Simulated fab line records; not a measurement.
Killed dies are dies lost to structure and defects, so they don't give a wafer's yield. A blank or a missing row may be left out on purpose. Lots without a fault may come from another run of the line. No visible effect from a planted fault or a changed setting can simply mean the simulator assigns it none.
Matching of chambers	flow sfqLine	SFQ_TRILAYER_I1_CMP_CMP_046 on cmp-01: 4 sister chambers
The step polishes SiO2. 4 wafers are shown with their chamber, then 6 later ones without.

== WAFERS, EACH WITH ITS CHAMBER ==
wafer	chamber	motorCurrentA (A)
L827.2	2	10.5
L831.5	3	10.1
L832.1	1	10.3
L832.4	0	11.0

== WAFERS MISSING THEIR CHAMBER ==
wafer	motorCurrentA (A)
L832.6	10.1
L838.5	10.6
L838.6	10.0
L842.4	10.6
L842.5	10.5
L842.6	9.6

== WHICH CHAMBER EACH ONE RAN IN ==
wafer	from the rows above	in truth
L832.6	can't be placed: 3 or 1 or 2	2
L838.5	can't be placed: 2 or 1 or 0 or 3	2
L838.6	can't be placed: 3 or 1 or 2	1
L842.4	can't be placed: 2 or 1 or 0 or 3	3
L842.5	can't be placed: 2 or 1 or 3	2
L842.6	can't be placed: 3 or 1 or 2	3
Correctly placed: 0 of 6. From these rows, 6 cannot be placed; in 6 the true chamber is one of the candidates. Wrongly placed: 0.
How it was worked out, from the rows above alone: a wafer's distance from a chamber is the root of the sum, over the readings, of the square of ((its reading less the chamber's mean) divided by the reading's scatter). If the next closest chamber is less than 2 further off than the closest, the wafer can't be placed; otherwise it belongs to the closest. The mean given for a chamber averages the wafers shown for that chamber. The scatter: root of mean squared gap, hidden wafer to nearest shown wafer, with one shown wafer a chamber.
